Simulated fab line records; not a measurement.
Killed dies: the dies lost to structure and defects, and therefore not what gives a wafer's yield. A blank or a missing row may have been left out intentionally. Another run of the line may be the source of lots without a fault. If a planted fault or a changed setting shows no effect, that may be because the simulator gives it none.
Struck lot and sound lot, side by side    flow gf180mcu    15 steps out of a route of 602
Sound: the wafers L361.2, L361.4, L361.5. Struck: wafers L372.1, L372.4 (left out: L372.5, a lot-mate that was not struck); the cause follows at the end.
For every step that has rows: the tool of each side, followed by ch and its chambers, followed by its first start. Under that, the readings that differ: sound wafers    struck wafers    difference of the means    sigmas: that difference in standard deviations of wafers without a fault.
alike: readings with means less than 2 such deviations apart, plus words and numbers identical on both sides. not compared: withheld readings, readings lacking a value on some wafer, bounds such as >300 that could conceal the same value, and numbers that have no deviation in the record and whose values overlap.
Wherever a step has rows on one side only, a row that says differs or no value, or a row with sigmas, the two part there. Numbers that don't overlap but have no deviation are shown without sigmas and don't part them. A reading missing from all wafers of one side parts the sides only when that side holds two or more wafers.

GF_POLY_GATE_ETCH_13: etches poly-Si in HBr/Cl2, stops on SiO2, target depth 198.5 nm, time 69.6 s.
  sound on rie-si-02 ch 0,2, day 9 04:53; struck on rie-si-02 ch 2,3, day 12 09:35
  alike: bias-w, drypump-motor-current-A, oes-product-au, rf-fwd-power-W, throttle-valve-pct
  not compared: rf-hours-counter-h
GF_POLY_GATE_STRIP_14: strips in O2/N2.
  sound on plasma-asher-01 ch 0, day 9 04:56; struck on plasma-asher-01 ch 1, day 12 09:38
  alike: drypump-motor-current-A, heater-power-w, oes-product-au
  not compared: rf-hours-counter-h
then, 2 steps without rows for these wafers: GF_POLY_GATE_CLEAN_15 (cleans in SC1/SC2, time 150 s); GF_POLY_GATE_OXIDATION_16 (stabilise 600 s, purge 300 s, target thk 4 nm).
GF_POLY_GATE_THK_MEAS_17:
  sound on film-metro-03, day 9 08:23; struck on film-metro-04, day 12 11:02
  alike: POLY_GATE_OXIDATION_THK
GF_POLY_GATE_CD_MEAS_18:
  sound on cd-sem-02, day 9 08:28; struck on cd-sem-02, day 12 11:06
  alike: cd-nm
then, 6 steps without rows for these wafers: GF_HV_LDD_DEHYDRATE_00 (time 60 s); GF_HV_LDD_HMDS_01 (prime time 60 s); GF_HV_LDD_COAT_02 (resist thk 1000 nm); GF_HV_LDD_SOFTBAKE_03 (time 60 s); GF_HV_LDD_EXPOSE_04 (exposes mask Nplus LV AREA, target cd 400 nm); GF_HV_LDD_PEB_05.
GF_HV_LDD_DEVELOP_06: develop time 60 s.
  sound on litho-track-03 ch 0, day 10 01:15; struck on litho-track-01 ch 0, day 13 07:00
  alike: chill-plate-temp-C
GF_HV_LDD_OVL_MEAS_08:
  sound on overlay-02, day 10 01:30; struck on overlay-02, day 13 16:03
reading  sound  struck                                             difference                    sigmas
hold     - - -  await-dispo/8.3h/release await-dispo/8.3h/release  no value on the sound wafers  
  alike: HV_LDD_OVL
-- record jumps: 19 days separate the struck wafers' starts on either side; left off in module HV_LDD, taken up again in module PASSIVATION, whose first shown step is the route's number 602 --
GF_PASSIVATION_PROBE_99:
  rows exist in the record for the struck wafers here (prober-02, day 32 08:03), but not for the sound ones

WHERE THEY PART
Earliest at GF_HV_LDD_OVL_MEAS_08; latest, in this record, at GF_PASSIVATION_PROBE_99.

WHY: whatever the simulator had introduced
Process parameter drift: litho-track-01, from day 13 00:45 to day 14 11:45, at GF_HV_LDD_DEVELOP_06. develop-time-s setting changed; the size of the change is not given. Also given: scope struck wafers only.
